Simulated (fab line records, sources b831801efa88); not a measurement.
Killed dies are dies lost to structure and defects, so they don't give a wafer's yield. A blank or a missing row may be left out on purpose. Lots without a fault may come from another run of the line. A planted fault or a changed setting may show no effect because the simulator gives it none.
A struck lot beside a sound one | flow gf180mcu | 16 steps out of a route of 602
Sound: wafers L815.1, L815.3, L815.5. Struck: wafers L829.2, L829.4, L829.6. The cause comes at the end.
At each step with rows: each side's tool, then ch and its chambers, then its first start. Under that, the readings that differ: sound wafers | struck wafers | difference of the means | sigmas: that difference in standard deviations of wafers without a fault.
alike: readings whose means differ by less than 2 such deviations, and words and numbers that are the same on both sides. not compared: withheld readings, readings that some wafer has no value for, bounds like >300 that may hide the same value, and numbers for which the record gives no deviation and whose values overlap.
The two part at a step that has a row with sigmas, a row that says differs or no value, or rows on one side only. Numbers that don't overlap but have no deviation are shown without sigmas and don't part them. A reading that every wafer of one side lacks parts them only if that side has two wafers or more.

first, 3 steps without rows for these wafers: GF_M5_EXPOSE_04 (exposes mask Metal5, target cd 280 nm); GF_M5_PEB_05 (peb time 90 s); GF_M5_DEVELOP_06 (develop time 60 s).
GF_M5_CD_MEAS_07: target cd 280 nm.
  sound on cd_sem-02, day 27 04:47; struck on cd_sem-02, day 31 08:39
  alike: cd_nm
GF_M5_OVL_MEAS_08:
  sound on overlay-01, day 27 04:54; struck on overlay-01, day 31 08:46
  alike: M5_OVL
GF_M5_ETCH_09: etches Si3N4 in CF4/O2, target depth 52 nm, time 11.6 s.
  sound on rie_diel-03 ch 0,2, day 27 04:56; struck on rie_diel-02 ch 0,2, day 31 08:47
  alike: drypump_motor_current_A, oes_product_au, throttle_valve_pct
  not compared: rf_hours_counter_h
GF_M5_METAL_ETCH_10: etches the open film in Cl2/BCl3, stops on SiO2, target depth 750.8 nm, time 125.1 s.
  sound on rie_metal-01 ch 0, day 27 04:58; struck on rie_metal-04 ch 0, day 31 08:51
  reading               | sound             | struck            | difference | sigmas
  oes_product_au (a.u.) | 0.985 0.977 0.982 | 0.993 0.995 1.001 | +0.015     | +3
  alike: drypump_motor_current_A, throttle_valve_pct
  not compared: rf_hours_counter_h
GF_M5_STRIP_11: strips in O2/N2.
  sound on plasma_asher-04 ch 0, day 27 05:13; struck on plasma_asher-02 ch 0,1, day 31 09:04
  reading                     | sound          | struck         | difference | sigmas
  drypump_motor_current_A (A) | 5.86 5.84 5.86 | 5.80 5.53 5.49 | -0.25      | -2
  alike: heater_power_w, oes_product_au, strip_time_to_endpoint_s
  not compared: rf_hours_counter_h
then, 3 steps without rows for these wafers: GF_M5_STRIP_12 (strips in post etch residue remover, time 1200 s); GF_M5_CLEAN_13 (cleans in DIW); GF_V5_CVD_00 (deposits SiO2, target thk 300 nm, time 50 s).
GF_V5_THK_MEAS_01:
  sound on film_metro-02, day 27 05:48; struck on film_metro-03, day 31 09:41
  alike: V5_CVD_00_THK
GF_V5_CVD_02: deposits SiO2 from TEOS, target thk 1450 nm, time 163.28 s.
  sound on pecvd-03 ch 2, day 27 05:52; struck on pecvd-03 ch 1,2, day 31 09:44
  reading                             | sound             | struck            | difference | sigmas
  rf_fwd_power_W (W)                  | 597.9 598.2 594.7 | 360.6 358.7 358.8 | -237.6     | -99 or more
  model.SiO2_of_V5_CVD_02.thk_nm (nm) | 1445 1470 1453    | 1233 1239 1266    | -210       |
  alike: heater_power_w
  not compared: since_wet_clean_h
GF_V5_THK_MEAS_03:
  sound on film_metro-03, day 27 06:01; struck on film_metro-03, day 31 09:51
  reading            | sound          | struck         | difference | sigmas
  V5_CVD_02_THK (nm) | 1445 1469 1454 | 1233 1239 1266 | -210       | -13
GF_V5_CMP_04: polishes SiO2.
  sound on cmp-02 ch 0,2, day 27 06:17; struck on cmp-02 ch 1,2,3, day 31 09:54
  alike: motor_current_A, slurry_filter_dp_kPa
-- the record jumps here: 2 days lie between the struck wafers' starts before and after (it left off in module V5 and takes up again in module PASSIVATION, whose first step shown is number 602 of the route) --
GF_PASSIVATION_PROBE_99:
  the record has rows for the struck wafers here (prober-02, day 33 16:45) and none for the sound ones

WHERE THEY PART
First at GF_M5_METAL_ETCH_10; last, within this record, at GF_PASSIVATION_PROBE_99.

WHY: what the simulator had put in
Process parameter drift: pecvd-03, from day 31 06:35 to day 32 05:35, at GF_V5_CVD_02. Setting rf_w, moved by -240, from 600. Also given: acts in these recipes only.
